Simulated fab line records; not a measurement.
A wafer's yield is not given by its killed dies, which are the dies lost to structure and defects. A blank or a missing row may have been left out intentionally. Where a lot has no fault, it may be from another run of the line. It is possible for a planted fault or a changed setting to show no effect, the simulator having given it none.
A lot that was struck, set against a sound lot	flow sky130	34 steps out of a route of 708
Sound: these wafers, L561.1, L561.3, L561.4. The struck wafers were L551.3, L551.5, L551.6. The cause comes at the end.
Order at every step that has rows: each side's tool, ch and its chambers, its first start. Under that, the readings that differ: sound wafers	struck wafers	difference of the means	sigmas: that difference in standard deviations of wafers without a fault.
alike: readings whose means differ by less than 2 such deviations, and words and numbers that are the same on both sides. not compared: withheld readings, readings that some wafer has no value for, bounds like >300 that may hide the same value, and numbers for which the record gives no deviation and whose values overlap.
A row with sigmas, a row that says differs or no value, or rows on one side alone: a step with any of these is where the two part. Numbers that have no deviation but don't overlap get no sigmas and don't part them. A reading missing from all wafers of one side parts the sides only when that side holds two or more wafers.

first, 7 steps without rows for these wafers: SKY_SONOS_TUNNEL_DEVELOP_06 (develop time 60 s); SKY_SONOS_TUNNEL_IMPLANT_09; SKY_SONOS_TUNNEL_WET_ETCH_10 (etches SiO2 in dHF, target depth 14 nm, time 280 s); SKY_SONOS_TUNNEL_STRIP_11 (strips in SPM, time 600 s); SKY_SONOS_TUNNEL_CLEAN_13 (cleans in dHF, time 20 s); SKY_SONOS_ONO_OXIDATION_00 (stabilise 600 s, purge 300 s, target thk 2.6 nm); SKY_SONOS_ONO_CVD_02 (deposits Si3N4 from DCS/NH3, target thk 10.5 nm, time 180 s).
SKY_SONOS_ONO_CVD_04: deposits SiO2 from SiH4/N2O, target thk 5.7199 nm.
  sound on lpcvd-03 ch 1, day 19 06:56; struck on lpcvd-03 ch 0, day 15 09:31
reading	sound	struck	difference	sigmas
model.SiO2_of_SONOS_ONO_CVD_04.thk-nm (nm)	5.679 5.639 5.613	8.017 8.059 8.066	+2.404	
SKY_SONOS_ONO_THK_MEAS_05:
  sound on film-metro-04 at day 19 08:11; struck on film-metro-03 at day 15 10:47
reading	sound	struck	difference	sigmas
SONOS_ONO_CVD_04_THK (nm)	5.72 5.61 5.63	8.01 8.05 8.09	+2.40	+22
then, 23 steps without rows for these wafers: SKY_SONOS_ONO_DEHYDRATE_06 (time 60 s); SKY_SONOS_ONO_HMDS_07 (prime time 60 s); SKY_SONOS_ONO_COAT_08 (resist thk 1140 nm); SKY_SONOS_ONO_SOFTBAKE_09 (time 60 s); SKY_SONOS_ONO_EXPOSE_10 (exposes mask ONOM, target cd 410 nm); SKY_SONOS_ONO_PEB_11; SKY_SONOS_ONO_DEVELOP_12 (develop time 60 s); SKY_SONOS_ONO_ETCH_15 (etches the open film in CHF3/O2, target depth 19.52 nm, time 7.8 s); SKY_SONOS_ONO_WET_ETCH_16 (etches SiO2 in dHF, target depth 14 nm, time 280 s); SKY_SONOS_ONO_STRIP_17 (strips in O2/N2); SKY_SONOS_ONO_WET_ETCH_18 (etches Si3N4 in H3PO4, target depth 15 nm, time 172 s); SKY_GATE_OXIDE_CLEAN_00 (cleans in SC1/SC2, time 150 s); SKY_GATE_OXIDE_OXIDATION_01 (stabilise 600 s, purge 300 s, target thk 10.268 nm); SKY_GATE_OXIDE_DEHYDRATE_03 (time 60 s); SKY_GATE_OXIDE_HMDS_04 (prime time 60 s); SKY_GATE_OXIDE_COAT_05 (resist thk 1140 nm); SKY_GATE_OXIDE_SOFTBAKE_06 (time 60 s); SKY_GATE_OXIDE_EXPOSE_07 (exposes mask LVOM, target cd 600 nm); SKY_GATE_OXIDE_PEB_08; SKY_GATE_OXIDE_DEVELOP_09 (develop time 60 s); SKY_GATE_OXIDE_IMPLANT_11; SKY_GATE_OXIDE_WET_ETCH_12 (etches SiO2 in dHF, target depth 16.8 nm, time 336 s); SKY_GATE_OXIDE_STRIP_13 (strips in O2/N2).
-- the record jumps here: 3 days lie between the struck wafers' starts before and after --
SKY_GATE_OXIDE_CLEAN_15: cleans in SC1/SC2, time 150 s.
  sound on wet-bench-02 ch 3, day 21 23:07; struck on wet-bench-01 ch 1, day 17 23:00
reading	sound	struck	difference	sigmas
model.SiO2_of_SONOS_ONO_CVD_04.thk-nm (nm)	4.164 4.127 4.095	6.487 6.532 6.541	+2.391	
-- record jumps: 31 days separate the struck wafers' starts on either side; left off in module GATE_OXIDE, taken up again in module PAD_OPEN, whose first shown step is the route's number 708 --
SKY_PAD_OPEN_PROBE_99:
  sound on prober-02 at day 50 20:59; struck on prober-01 at day 48 15:48
  alike: killed_at_M0_to_M3, killed_at_M4_up, killed-at-contacts, killed-at-front-end, killed-at-other, killed-dies, killed-open, killed-short

WHERE THEY PART
Only at SKY_SONOS_ONO_THK_MEAS_05, as far as this record shows. Later steps at which nothing parts them and some readings are alike: SKY_PAD_OPEN_PROBE_99.

WHY: the cause the simulator had injected
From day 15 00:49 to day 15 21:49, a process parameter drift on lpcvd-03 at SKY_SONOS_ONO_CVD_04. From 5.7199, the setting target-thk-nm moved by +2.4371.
